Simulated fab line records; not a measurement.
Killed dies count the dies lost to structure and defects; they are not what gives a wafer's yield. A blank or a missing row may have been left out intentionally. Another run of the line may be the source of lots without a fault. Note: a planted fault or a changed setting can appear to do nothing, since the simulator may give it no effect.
Matching of chambers :: flow sfq_line :: 4 sister chambers for SFQ_TRILAYER_I3_VIA_ETCH_VIA_ETCH_088 on rie_diel-03
The step etches SiO2 in CHF3, stops on Nb, target depth 260 nm. 14 wafers are shown with their chamber, then 6 later ones without.

## WAFERS PAIRED WITH THEIR CHAMBERS
wafer: L217.1
chamber: 2
oes_product_au (a.u.): 0.852

wafer: L217.2
chamber: 1
oes_product_au (a.u.): 0.865

wafer: L217.6
chamber: 3
oes_product_au (a.u.): 0.854

wafer: L220.3
chamber: 1
oes_product_au (a.u.): 0.858

wafer: L220.5
chamber: 2
oes_product_au (a.u.): 0.861

wafer: L221.1
chamber: 2
oes_product_au (a.u.): 0.851

wafer: L221.4
chamber: 3
oes_product_au (a.u.): 0.869

wafer: L221.6
chamber: 2
oes_product_au (a.u.): 0.862

wafer: L229.3
chamber: 3
oes_product_au (a.u.): 0.854

wafer: L229.4
chamber: 1
oes_product_au (a.u.): 0.857

wafer: L229.6
chamber: 2
oes_product_au (a.u.): 0.850

wafer: L231.2
chamber: 3
oes_product_au (a.u.): 0.855

wafer: L231.3
chamber: 0
oes_product_au (a.u.): 0.854

wafer: L231.6
chamber: 2
oes_product_au (a.u.): 0.856

SIGNATURES (averages over the wafers above)
reading: oes_product_au
chamber 0: 0.85400
chamber 1: 0.86000
chamber 2: 0.85533
chamber 3: 0.85800
scatter within a chamber: 0.00579
Rule: for a wafer and a chamber, the distance is found by dividing, reading by reading, the gap between the wafer's reading and the chamber's mean by the reading's scatter, squaring, summing and taking the root. If the next closest chamber is less than 2 further off than the closest, the wafer can't be placed; otherwise it belongs to the closest. The scatter is the square root of a quotient: the sum, over the shown wafers, of each reading's squared deviation from its chamber's mean, divided by wafers minus chambers.

## WAFERS MISSING THEIR CHAMBER
wafer: L233.1
oes_product_au (a.u.): 0.859

wafer: L233.4
oes_product_au (a.u.): 0.856

wafer: L233.5
oes_product_au (a.u.): 0.850

wafer: L238.1
oes_product_au (a.u.): 0.852

wafer: L238.3
oes_product_au (a.u.): 0.857

wafer: L238.5
oes_product_au (a.u.): 0.852

## WHICH CHAMBER EACH WENT THROUGH
wafer: L233.1
from the rows above: can't be placed: 1 or 3 or 2 or 0
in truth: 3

wafer: L233.4
from the rows above: can't be placed: 2 or 0 or 3 or 1
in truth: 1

wafer: L233.5
from the rows above: can't be placed: 0 or 2 or 3 or 1
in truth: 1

wafer: L238.1
from the rows above: can't be placed: 0 or 2 or 3 or 1
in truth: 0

wafer: L238.3
from the rows above: can't be placed: 3 or 2 or 0 or 1
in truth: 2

wafer: L238.5
from the rows above: can't be placed: 0 or 2 or 3 or 1
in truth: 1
0 of 6 placed correctly. Unplaceable from these rows: 6, with the true chamber sitting among the candidates in 6. 0 placed wrongly.
